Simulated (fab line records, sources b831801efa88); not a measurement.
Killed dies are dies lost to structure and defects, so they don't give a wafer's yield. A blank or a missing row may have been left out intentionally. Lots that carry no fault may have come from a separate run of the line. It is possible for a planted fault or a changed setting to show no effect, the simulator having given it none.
fab line records    flow sky130
[record] lots = 12  wafers = 36  last-day = 49
route steps=708 shown NWELL@78 VT_ADJUST_LVTN@112 VT_ADJUST_PCH@150 PAD_OPEN@708
lots untouched by any fault: they come from a run of this same line in which no faults occurred
start-h: hours from the record's first day to the start of the lot's first wafer shown    wait-h: hours from the lot's prior step to this one    " as in the row above    L1.1+2: one row covering several wafers at once    - either no value or no given start    * or withheld: withheld    < > ~ a bound
route shown NAME@n: NAME is a module with steps in the file, n the number in the route of the first one    usual: mean/standard deviation taken from wafers without a fault    same: alike in all rows    chamber/n: place in a boat    sites: readings site by site    _std_site: standard deviation of those values    _edge_site: mean of outer sites minus mean of inner sites    radius-mm: how far each site lies from the wafer's centre    mask NAME#n: copy n    behind: the tool/chamber that last shaped the wafer    hold: the reason the lot was held/the length of the hold in hours/how it ended    device: the n, p or np transistor that did not switch    end of line: tests of these same wafers at the route's end    for a step that has no rows: nothing shown but its recipe    killed: dies that structure and defects cost at the first sort, which is not the same as the wafer's yield    map: the dies of a wafer, with x for killed, . for not killed, _ for no die there
set.NAME: the setting as run; set.NAME@STEP: as run at that earlier step    model.NAME: the simulator's own value behind a step, which no gauge read
a sample of lots followed through the steps of the route, with each step as a table and each wafer as a row
services: a tool's chamber out of use, with start hour (start-h, from the record's first day; less than 0 if before it), hours out, and reason
[[steps]]
[step SKY_NWELL_STRIP_25]
[recipe] chemistry = O2/N2  power-w = 1400  pressure-mtorr = 1500  platen-temp-c = withheld  o2-flow-sccm = 3000  n2-flow-sccm = 300  overash-fraction = 0.5
[usual] chamber-pressure-mTorr = 1500.0/1.4  drypump-motor-current-A = 5.7/0.37  oes-product-au = 0.722/0.005  strip-time-to-endpoint-s = 36.90/0.12
lot.wafer  tool             chamber  start-h  wait-h  chamber-pressure-mTorr  drypump-motor-current-A  oes-product-au  rf-hours-counter-h  strip-time-to-endpoint-s
L596.2     plasma-asher-03  0        109.18   0.1     1499.6                  6.4                      0.727           30                  36.96
L596.3     "                1        "        "       1498.9                  5.3                      0.720           -                   36.99
L596.5     "                1        "        "       1500.2                  5.3                      0.719           -                   36.89
L597.3     plasma-asher-01  1        115.08   0.1     1497.8                  5.9                      0.716           -                   36.79
L597.4     "                0        "        "       1501.0                  5.8                      0.728           -                   36.79
L597.6     "                1        "        "       1500.1                  5.9                      0.731           -                   36.91
L599.1     plasma-asher-02  0        126.33   0.1     1498.5                  5.4                      0.714           1                   36.73
L599.2     "                1        "        "       1500.4                  5.6                      0.720           1                   36.71
L599.3     "                1        "        "       1498.4                  5.6                      0.724           -                   36.69
L600.3     plasma-asher-03  1        135.28   0.1     1499.6                  5.3                      0.726           -                   36.96
L600.4     "                0        "        "       1499.1                  6.4                      0.724           -                   36.94
L600.5     "                0        "        "       1502.5                  6.4                      0.729           -                   37.07
L602.2     plasma-asher-01  1        146.63   0.1     1502.4                  5.9                      0.733           50                  36.86
L602.3     "                1        "        "       1501.1                  6.0                      0.723           -                   36.87
L602.4     "                0        "        "       1501.6                  5.8                      0.716           -                   36.82
L603.2     plasma-asher-03  0        152.19   0.1     1500.6                  6.4                      0.724           35                  36.91
L603.3     "                0        "        "       1500.3                  6.4                      0.718           -                   36.88
L603.4     "                1        "        "       1500.6                  5.3                      0.723           -                   36.89
L604.1     plasma-asher-02  1        161.64   0.1     1501.0                  5.7                      0.727           4                   37.07
L604.4     "                0        "        "       1497.6                  5.4                      0.725           -                   37.06
L604.5     "                0        "        "       1500.4                  5.4                      0.724           -                   37.06
L607.2     plasma-asher-01  0        176.99   0.1     1497.8                  5.8                      0.724           53                  36.90
L607.3     "                1        "        "       1502.2                  5.9                      0.730           -                   36.69
L607.6     "                0        "        "       1499.8                  5.7                      0.718           -                   36.73
L608.1     plasma-asher-02  0        182.24   0.1     1499.5                  5.4                      0.717           6                   36.83
L608.3     "                1        "        "       1497.9                  5.7                      0.716           -                   36.89
L608.6     "                0        "        "       1501.3                  5.4                      0.718           -                   36.70
L609.3     plasma-asher-02  0        186.53   0.1     1498.6                  5.4                      0.716           -                   37.08
L609.5     "                0        "        "       1499.8                  5.4                      0.720           -                   37.04
L609.6     "                1        "        "       1501.2                  5.7                      0.719           -                   36.96
L610.1     plasma-asher-02  0        192.64   0.1     1500.2                  5.4                      0.716           7                   36.98
L610.5     "                1        "        "       1502.5                  5.7                      0.722           -                   36.91
L610.6     "                0        "        "       1500.1                  5.4                      0.727           -                   36.97
L613.1     plasma-asher-03  0        210.24   0.1     1500.4                  6.4                      0.722           39                  36.73
L613.4     "                0        "        "       1502.2                  6.4                      0.720           -                   36.78
L613.5     "                1        "        "       1499.1                  5.3                      0.722           -                   36.83
[step SKY_VT_ADJUST_LVTN_EXPOSE_15]
[recipe] mask-id = HVN_STD_DERIVED  na = 0.6  source-shape = conventional  sigma-outer = 0.6  polarization = unpolarized  target-cd-nm = 600  dose-mj = 163
[same] sigma-outer = 0.6
lot.wafer   tool              chamber  start-h  wait-h  mask
L596.2+3+5  iline-stepper-02  0        158.45   -       HVN_STD_DERIVED#0
L597.3+4+6  iline-stepper-02  0        162.94   -       HVN_STD_DERIVED#0
L599.1+2+3  iline-stepper-02  0        176.37   -       HVN_STD_DERIVED#0
L600.3+4+5  iline-stepper-02  0        184.91   -       HVN_STD_DERIVED#0
L602.2+3+4  iline-stepper-02  0        198.10   -       HVN_STD_DERIVED#0
L603.2+3+4  iline-stepper-02  0        204.47   -       HVN_STD_DERIVED#0
L604.1+4+5  iline-stepper-02  0        214.95   -       HVN_STD_DERIVED#0
L607.2+3+6  iline-stepper-02  0        231.12   -       HVN_STD_DERIVED#0
L608.1+3+6  iline-stepper-02  0        237.77   -       HVN_STD_DERIVED#0
L609.3+5+6  iline-stepper-02  0        241.59   -       HVN_STD_DERIVED#0
L610.1+5+6  iline-stepper-02  0        248.41   -       HVN_STD_DERIVED#0
L613.1+4+5  iline-stepper-01  0        268.90   -       HVN_STD_DERIVED#0
[step SKY_VT_ADJUST_LVTN_OVL_MEAS_18]
[usual] VT_ADJUST_LVTN_01_OVL = -0.1/1.3
lot.wafer  tool        chamber  start-h  wait-h  VT_ADJUST_LVTN_01_OVL[nm]
L596.2     overlay-02  -        168.26   0.1     0.0
L596.3     "           -        "        "       -1.8
L596.5     "           -        "        "       -0.3
L597.3     overlay-01  -        173.43   0.1     0.3
L597.4     "           -        "        "       1.1
L597.6     "           -        "        "       -0.2
L599.1     overlay-01  -        185.85   0.1     -0.4
L599.2     "           -        "        "       1.0
L599.3     "           -        "        "       1.1
L600.3     overlay-02  -        195.63   0.1     -1.2
L600.4     "           -        "        "       -1.0
L600.5     "           -        "        "       -0.7
L602.2     overlay-02  -        208.46   0.1     0.2
L602.3     "           -        "        "       -0.2
L602.4     "           -        "        "       -0.3
L603.2     overlay-02  -        215.58   0.1     -0.3
L603.3     "           -        "        "       0.4
L603.4     "           -        "        "       0.5
L604.1     overlay-02  -        225.71   0.1     -0.2
L604.4     "           -        "        "       -1.8
L604.5     "           -        "        "       -0.7
L607.2     overlay-02  -        241.73   0.1     184.3
L607.3     "           -        "        "       185.8
L607.6     "           -        "        "       183.0
L608.1     overlay-02  -        248.74   0.2     184.9
L608.3     "           -        "        "       183.9
L608.6     "           -        "        "       183.5
L609.3     overlay-02  -        253.13   0.1     183.2
L609.5     "           -        "        "       182.9
L609.6     "           -        "        "       183.2
L610.1     overlay-02  -        260.42   0.1     185.2
L610.5     "           -        "        "       183.8
L610.6     "           -        "        "       184.5
L613.1     overlay-02  -        280.17   0.1     1.6
L613.4     "           -        "        "       1.0
L613.5     "           -        "        "       0.6
[step SKY_VT_ADJUST_LVTN_TW_MEAS_21]
[usual] VT_ADJUST_LVTN_2_TW = 187.6/2.4
lot.wafer  tool           chamber  start-h  wait-h  VT_ADJUST_LVTN_2_TW
L596.2     film-metro-02  -        168.55   0.1     187.0
L596.3     "              -        "        "       189.0
L596.5     "              -        "        "       187.2
L597.3     film-metro-03  -        173.73   0.1     191.4
L597.4     "              -        "        "       190.8
L597.6     "              -        "        "       191.0
L599.1     film-metro-04  -        186.14   0.1     185.4
L599.2     "              -        "        "       183.9
L599.3     "              -        "        "       185.7
L600.3     film-metro-02  -        195.96   0.1     189.3
L600.4     "              -        "        "       188.3
L600.5     "              -        "        "       187.8
L602.2     film-metro-03  -        208.75   0.1     191.0
L602.3     "              -        "        "       191.7
L602.4     "              -        "        "       190.7
L603.2     film-metro-02  -        215.87   0.1     188.7
L603.3     "              -        "        "       188.0
L603.4     "              -        "        "       187.9
L604.1     film-metro-04  -        225.99   0.1     184.1
L604.4     "              -        "        "       184.4
L604.5     "              -        "        "       184.7
L607.2     film-metro-03  -        242.02   0.1     190.3
L607.3     "              -        "        "       190.2
L607.6     "              -        "        "       189.8
L608.1     film-metro-03  -        249.03   0.1     189.5
L608.3     "              -        "        "       189.5
L608.6     "              -        "        "       190.4
L609.3     film-metro-04  -        253.43   0.1     183.9
L609.5     "              -        "        "       184.6
L609.6     "              -        "        "       184.1
L610.1     film-metro-02  -        260.71   0.1     188.3
L610.5     "              -        "        "       189.9
L610.6     "              -        "        "       190.0
L613.1     film-metro-03  -        280.46   0.1     190.3
L613.4     "              -        "        "       190.0
L613.5     "              -        "        "       190.4
[step SKY_VT_ADJUST_PCH_OVL_MEAS_07]
[usual] VT_ADJUST_PCH_OVL = -1.4/1.4
lot.wafer  tool        chamber  start-h  wait-h  VT_ADJUST_PCH_OVL[nm]
L596.2     overlay-02  -        233.31   -       -2.3
L596.3     "           -        "        "       -4.5
L596.5     "           -        "        "       -2.0
L597.3     overlay-02  -        238.10   -       -0.9
L597.4     "           -        "        "       -1.0
L597.6     "           -        "        "       -0.7
L599.1     overlay-02  -        252.81   -       -2.3
L599.2     "           -        "        "       -1.9
L599.3     "           -        "        "       -3.5
L600.3     overlay-02  -        263.68   -       -1.8
L600.4     "           -        "        "       -2.2
L600.5     "           -        "        "       -1.3
L602.2     overlay-02  -        278.45   -       2.6
L602.3     "           -        "        "       0.7
L602.4     "           -        "        "       1.8
L603.2     overlay-02  -        285.36   -       -1.1
L603.3     "           -        "        "       -1.9
L603.4     "           -        "        "       -0.7
L604.1     overlay-02  -        296.67   -       1.4
L604.4     "           -        "        "       0.4
L604.5     "           -        "        "       -0.8
L607.2     overlay-01  -        316.66   -       -0.7
L607.3     "           -        "        "       -1.9
L607.6     "           -        "        "       -0.4
L608.1     overlay-02  -        323.37   -       -1.9
L608.3     "           -        "        "       -1.4
L608.6     "           -        "        "       -2.2
L609.3     overlay-02  -        328.73   -       1.0
L609.5     "           -        "        "       0.2
L609.6     "           -        "        "       -1.2
L610.1     overlay-02  -        334.91   -       -2.5
L610.5     "           -        "        "       -0.8
L610.6     "           -        "        "       -2.9
L613.1     overlay-01  -        358.69   -       -1.9
L613.4     "           -        "        "       -1.0
L613.5     "           -        "        "       -0.1
[step SKY_PAD_OPEN_PROBE_99]
[usual] killed_at_M0_to_M3 = 43/6.5  killed_at_M4_up = 3.2/1.8  killed-at-contacts = 24/5  killed-at-front-end = 15/4.1  killed-at-other = 0.3/0.54  killed-dies = 85/9.3  killed-on-rim = 16/4.1  killed-open = 47/7.2  killed-short = 39/5.9
[same] gross-dies = 492  killed-at-back-side = 0
lot.wafer  tool       chamber  start-h  wait-h  killed_at_M0_to_M3  killed_at_M4_up  killed-at-contacts  killed-at-front-end  killed-at-other  killed-dies  killed-on-rim  killed-open  killed-short
L596.2     prober-01  -        1083.61  0.1     38                  2                31                  11                   0                82           17             43           38
L596.3     prober-01  -        1083.66  0.2     49                  2                29                  11                   0                91           19             52           38
L596.5     prober-01  -        1083.76  0.2     46                  5                22                  17                   0                90           7              54           36
L597.3     prober-02  -        1085.44  0.2     48                  2                28                  20                   1                99           13             66           33
L597.4     prober-02  -        1085.49  0.2     48                  3                26                  21                   0                98           11             51           47
L597.6     prober-02  -        1085.59  0.2     52                  4                26                  14                   0                96           18             54           42
L599.2     prober-02  -        1092.01  0.1     41                  3                30                  13                   0                87           17             56           31
L600.4     prober-01  -        1104.33  0.2     45                  3                26                  24                   2                100          30             48           50
L600.5     prober-01  -        1104.38  0.2     39                  9                22                  13                   0                83           13             49           32
L608.1     prober-01  -        1152.46  0.1     51                  3                22                  21                   1                98           22             48           50
L608.3     prober-01  -        1152.56  0.2     34                  5                21                  14                   1                75           20             44           30
L608.6     prober-01  -        1152.71  0.2     45                  2                26                  19                   0                92           19             59           33
L610.1     prober-02  -        1157.61  0.1     38                  2                22                  16                   1                79           11             39           40
L610.5     prober-02  -        1157.81  0.2     47                  3                23                  15                   0                88           18             47           41
L610.6     prober-02  -        1157.86  0.2     49                  3                26                  18                   0                96           21             54           42
// killed by level:class
L596.2 CONTACT:geometric-particle:open=11 VIA1:geometric-particle:open=9 LI_CONTACT:geometric-particle:open=8 METAL2:geometric-particle:short=7 VIA2:geometric-particle:open=5 LI_CONTACT:geometric-particle:short=4 LOCAL_INTERCONNECT:geometric-particle:short=4 CONTACT:geometric-particle:short=4
L596.3 VIA1:geometric-particle:open=15 CONTACT:geometric-particle:open=14 VIA2:geometric-particle:open=7 VIA3:geometric-particle:open=6 LOCAL_INTERCONNECT:geometric-particle:short=5 CONTACT:geometric-particle:short=5 VIA1:geometric-particle:short=4 METAL2:geometric-particle:short=4
L596.5 VIA1:geometric-particle:open=11 VIA2:geometric-particle:open=11 CONTACT:geometric-particle:open=6 FIELD_ISO:geometric-particle:open=5 FIELD_ISO:geometric-particle:short=5 LI_CONTACT:geometric-particle:open=5 CONTACT:geometric-particle:short=5 VIA1:geometric-particle:short=5
L597.3 VIA1:geometric-particle:open=17 CONTACT:geometric-particle:open=15 VIA3:geometric-particle:open=9 VIA2:geometric-particle:open=6 FIELD_ISO:geometric-particle:open=5 POLY_GATE:geometric-particle:open=5 METAL1:geometric-particle:short=5 FIELD_ISO:geometric-particle:short=4
L597.4 VIA1:geometric-particle:open=12 VIA1:geometric-particle:short=9 VIA2:geometric-particle:open=9 CONTACT:geometric-particle:open=9 FIELD_ISO:geometric-particle:short=8 LI_CONTACT:geometric-particle:open=7 VIA3:geometric-particle:open=6 POLY_GATE:geometric-particle:short=4
L597.6 VIA1:geometric-particle:open=13 CONTACT:geometric-particle:open=12 VIA2:geometric-particle:open=8 VIA3:geometric-particle:open=7 METAL1:geometric-particle:short=7 METAL2:geometric-particle:short=7 LOCAL_INTERCONNECT:geometric-particle:short=4 FIELD_ISO:geometric-particle:open=3
L599.2 CONTACT:geometric-particle:open=14 VIA1:geometric-particle:open=10 VIA2:geometric-particle:open=9 LI_CONTACT:geometric-particle:open=7 VIA3:geometric-particle:open=6 POLY_GATE:geometric-particle:open=5 LOCAL_INTERCONNECT:geometric-particle:short=4 METAL2:geometric-particle:short=4
L600.4 CONTACT:geometric-particle:open=11 VIA1:geometric-particle:open=10 METAL2:geometric-particle:short=8 METAL1:geometric-particle:short=7 FIELD_ISO:geometric-particle:short=6 CONTACT:geometric-particle:short=6 POLY_GATE:geometric-particle:short=5 LI_CONTACT:geometric-particle:open=5
L600.5 VIA1:geometric-particle:open=8 VIA2:geometric-particle:open=8 LI_CONTACT:geometric-particle:open=6 LOCAL_INTERCONNECT:geometric-particle:short=5 CONTACT:geometric-particle:open=5 METAL2:geometric-particle:short=5 VIA3:geometric-particle:open=5 METAL4:geometric-particle:short=5
L608.1 VIA1:geometric-particle:open=11 FIELD_ISO:geometric-particle:short=8 CONTACT:geometric-particle:open=7 VIA3:geometric-particle:open=7 LOCAL_INTERCONNECT:geometric-particle:short=6 VIA1:geometric-particle:short=6 METAL1:geometric-particle:short=5 POLY_GATE:geometric-particle:open=5
L608.3 CONTACT:geometric-particle:open=8 VIA1:geometric-particle:open=7 LI_CONTACT:geometric-particle:open=6 FIELD_ISO:geometric-particle:open=5 VIA1:geometric-particle:short=4 METAL1:geometric-particle:short=4 FIELD_ISO:geometric-particle:short=3 METAL2:geometric-particle:short=3
L608.6 VIA1:geometric-particle:open=14 CONTACT:geometric-particle:open=10 VIA3:geometric-particle:open=9 VIA2:geometric-particle:open=6 FIELD_ISO:geometric-particle:open=5 POLY_GATE:geometric-particle:short=5 LI_CONTACT:geometric-particle:open=5 POLY_GATE:geometric-particle:open=4
L610.1 CONTACT:geometric-particle:open=8 METAL1:geometric-particle:short=7 VIA1:geometric-particle:open=7 LI_CONTACT:geometric-particle:open=6 LOCAL_INTERCONNECT:geometric-particle:short=6 VIA3:geometric-particle:short=6 FIELD_ISO:geometric-particle:short=5 FIELD_ISO:geometric-particle:open=5
L610.5 VIA1:geometric-particle:open=12 LI_CONTACT:geometric-particle:open=9 METAL1:geometric-particle:short=8 VIA2:geometric-particle:open=6 CONTACT:geometric-particle:open=6 LOCAL_INTERCONNECT:geometric-particle:short=5 METAL2:geometric-particle:short=5 POLY_GATE:geometric-particle:open=4
L610.6 VIA1:geometric-particle:open=11 CONTACT:geometric-particle:open=10 VIA2:geometric-particle:open=8 METAL1:geometric-particle:short=7 VIA3:geometric-particle:open=7 POLY_GATE:geometric-particle:short=6 LI_CONTACT:geometric-particle:open=6 POLY_GATE:geometric-particle:open=5
[[services]]
tool              chamber  start-h  hours  kind
iline-stepper-01  -        105.54   1.7    pm
plasma-asher-02   -        108.75   9.0    pm
plasma-asher-02   0        108.75   9.0    vent-cycle
plasma-asher-02   1        108.75   9.0    vent-cycle
plasma-asher-02   0        117.75   -      clean
plasma-asher-02   1        117.75   -      clean
plasma-asher-01   -        133.42   4.5    repair
plasma-asher-03   -        183.05   13.6   repair
iline-stepper-02  0        202.65   -      calibration
iline-stepper-02  -        221.36   1.9    repair
plasma-asher-02   -        239.26   2.6    repair
iline-stepper-02  -        259.86   0.5    repair
[[key]]
[first-sign] step = SKY_VT_ADJUST_LVTN_OVL_MEAS_18  reading = VT_ADJUST_LVTN_01_OVL  direction = up  sigmas = 99+  usual = -0.1  struck = 184.0
effect none on later readings
met-at SKY_VT_ADJUST_LVTN_EXPOSE_15
struck-lots L607,L608,L609,L610
tester-left-out L607,L608,L609,L610
not-acting-at SKY_NWELL_STRIP_25,SKY_VT_ADJUST_LVTN_TW_MEAS_21,SKY_VT_ADJUST_PCH_OVL_MEAS_07
onset-between 214.95 231.12
[fault] kind = scanner-matching-overlay  tool = iline-stepper-02  chamber = -  onset-h = 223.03  steps = SKY_VT_ADJUST_LVTN_EXPOSE_15  offset = 183.6
// tester-left-out: of these lots the tester's yield and bins aren't shown, on N5 and GAA mostly nor the transistor test; their killed dies are dies lost to structure and defects alone, not to doping, threshold or leakage, so they don't give the yield
